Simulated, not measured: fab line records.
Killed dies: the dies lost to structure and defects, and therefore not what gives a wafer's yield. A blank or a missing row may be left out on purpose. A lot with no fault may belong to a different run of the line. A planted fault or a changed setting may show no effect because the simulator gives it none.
Which tool is to blame? | flow sky130 | 35 wafers from 12 lots sampled at 5 of the route's 708 steps

WHAT THE GAUGES READ, wafer by wafer
SKY_LOCAL_INTERCONNECT_OVL_MEAS_12. Usual: LOCAL_INTERCONNECT_OVL gives 3 nm (standard deviation 5.3).
lot  | measured     | on         | LOCAL_INTERCONNECT_OVL (nm) | flag
L431 | day 31 02:51 | overlay-01 | 4 8 9                       | 
L432 | day 31 10:33 | overlay-01 | 5 7 -1                      | 
L434 | day 31 20:15 | overlay-02 | -12 -14 -1                  | 
L435 | day 32 11:10 | overlay-02 | 2 2 3                       | 
L436 | day 32 20:02 | overlay-01 | 9 4 -2                      | 
L438 | day 33 07:55 | overlay-02 | 5 9 3                       | 
L439 | day 33 19:13 | overlay-02 | 6 5 11                      | 
L440 | day 33 22:10 | overlay-01 | 5 -1 2                      | 
L441 | day 35 00:51 | overlay-01 | -2 -1 3                     | 
L442 | day 36 06:25 | overlay-01 | 5 2                         | 
L451 | day 38 04:34 | overlay-01 | 3 0 -4                      | 
L450 | day 38 09:49 | overlay-01 | 6 -7 5                      | 

SKY_CONTACT_BOW_MEAS_05. Usual: CONTACT_BOW gives 81 um (standard deviation 7.2).
lot  | measured     | on           | CONTACT_BOW (um) | flag
L431 | day 31 04:07 | filmMetro-04 | 85 81 90         | 
L432 | day 31 11:51 | filmMetro-04 | 72 81 79         | 
L434 | day 31 21:31 | filmMetro-02 | 81 84 69         | 
L435 | day 32 12:28 | filmMetro-03 | 84 84 83         | 
L436 | day 32 21:20 | filmMetro-02 | 81 72 81         | 
L438 | day 33 09:13 | filmMetro-02 | 79 84 81         | 
L439 | day 33 20:31 | filmMetro-04 | 79 79 86         | 
L440 | day 33 23:34 | filmMetro-03 | 80 67 80         | 
L441 | day 35 02:07 | filmMetro-02 | 92 85 84         | 
L442 | day 36 07:42 | filmMetro-04 | 89 73            | 
L451 | day 38 05:53 | filmMetro-03 | 67 78 74         | 
L450 | day 38 11:15 | filmMetro-04 | 73 83 74         | 

SKY_VIA1_BOW_MEAS_03. Usual: VIA1_BOW gives 79 um (standard deviation 7.3).
lot  | measured     | on           | VIA1_BOW (um)  | flag
L431 | day 33 12:59 | filmMetro-02 | 85 78 88       | 
L432 | day 33 21:15 | filmMetro-02 | 72 82 79       | 
L434 | day 34 06:31 | filmMetro-03 | 75 77 63       | 
L435 | day 34 21:31 | filmMetro-03 | 85 85 84       | 
L436 | day 35 05:56 | filmMetro-01 | 80 71 80       | 
L438 | day 35 16:51 | filmMetro-03 | 71 77 74       | 
L439 | day 36 04:23 | filmMetro-01 | 78 79 86       | 
L440 | day 36 07:11 | filmMetro-01 | 80 66 81       | 
L441 | day 37 09:43 | filmMetro-02 | 91 83 82 - - - | 
L442 | day 38 17:01 | filmMetro-01 | 90 72 - -      | 
L451 | day 40 10:38 | filmMetro-03 | 65 76 72       | 
L450 | day 40 16:02 | filmMetro-02 | 72 82 72       | 

SKY_VIA1_OVL_MEAS_13. Usual: VIA1_OVL gives 4 nm (standard deviation 5.1).
lot  | measured     | on         | VIA1_OVL (nm) | flag
L431 | day 34 16:44 | overlay-01 | 4 -1 -4       | 
L432 | day 34 23:36 | overlay-01 | -1 1 7        | 
L434 | day 35 09:20 | overlay-02 | -3 -3 5       | 
L435 | day 35 23:16 | overlay-01 | 3 10 7        | 
L436 | day 36 08:14 | overlay-01 | 6 -3 5        | 
L438 | day 36 19:04 | overlay-02 | 8 6 1         | 
L439 | day 37 06:41 | overlay-01 | 3 -4 -2       | 
L440 | day 37 09:49 | overlay-01 | 0 -3 -3       | 
L441 | day 38 11:49 | overlay-02 | 9 8 7         | 
L442 | day 39 17:49 | overlay-01 | 12 4          | 
L451 | day 41 11:57 | overlay-01 | -1 3 5        | 
L450 | day 41 17:37 | overlay-01 | 0 7 10        | 

TOOL THAT RAN EACH LOT (tool first, then ch and the chambers of the sampled wafers, then the start)
lot  | SKY_VIA1_CMP_02
L431 | cmp-02 ch 1,2,3, day 33 12:41
L432 | cmp-02 ch 0,1, day 33 20:57
L434 | cmp-01 ch 0,2, day 34 06:16
L435 | cmp-01 ch 0,1,2, day 34 21:17
L436 | cmp-02 ch 0,1,2, day 35 05:44
L438 | cmp-02 ch 0,1,3, day 35 16:38
L439 | cmp-02 ch 0,1,2, day 36 04:05
L440 | cmp-02 ch 0,1,3, day 36 06:53
L441 | cmp-02 ch 0,1,3, day 37 09:31
L442 | cmp-02 ch 3, day 38 16:41
L451 | cmp-01 ch 0,1,2, day 40 10:26
L450 | cmp-01 ch 1,2,3, day 40 15:47
- SKY_VIA1_CMP_02: polishes SiO2.

AS READ BY THE TOOLS THEMSELVES (means over the sampled wafers that have a number; for cases with no such wafer, the mark the record gives instead)
SKY_VIA1_CMP_02. Usual: motorCurrentA 12.8 A, standard deviation 0.82; retainingRingPressureFrac 1.000, standard deviation 0.0046.
lot  | tool   | motorCurrentA (A) | retainingRingPressureFrac | flag
L431 | cmp-02 | 13.0              | 1.001                     | 
L432 | cmp-02 | 13.1              | 1.000                     | 
L434 | cmp-01 | 12.7              | 1.001                     | 
L435 | cmp-01 | 12.7              | 0.997                     | 
L436 | cmp-02 | 13.5              | 0.993                     | 
L438 | cmp-02 | 12.5              | 0.999                     | 
L439 | cmp-02 | 13.8              | 0.997                     | 
L440 | cmp-02 | 12.4              | 1.005                     | 
L441 | cmp-02 | 13.0              | 1.002                     | 
L442 | cmp-02 | 12.0              | 0.994                     | 
L451 | cmp-01 | 12.9              | 1.000                     | 
L450 | cmp-01 | 12.8              | 1.005                     | 

THE ANSWER, worked out from the rows above alone
Rule: a lot is off if the mean of its wafers that have a number lies more than 3 standard deviations from the usual mean. A lot without any number at a reading at which 4 lots or more have one is off too. Where the step has rows for the other lots, those lots are counted as sound. After the gauges, taken in route order, come the tools' own readings; for these a lot's mean is taken, as printed above. At the first step where some lot is off, the reading lying furthest off is the one used; lots without a number count as furthest.
None of the lots is off at any reading shown; this tells nothing.

WHAT WAS PUT IN BY THE SIMULATOR
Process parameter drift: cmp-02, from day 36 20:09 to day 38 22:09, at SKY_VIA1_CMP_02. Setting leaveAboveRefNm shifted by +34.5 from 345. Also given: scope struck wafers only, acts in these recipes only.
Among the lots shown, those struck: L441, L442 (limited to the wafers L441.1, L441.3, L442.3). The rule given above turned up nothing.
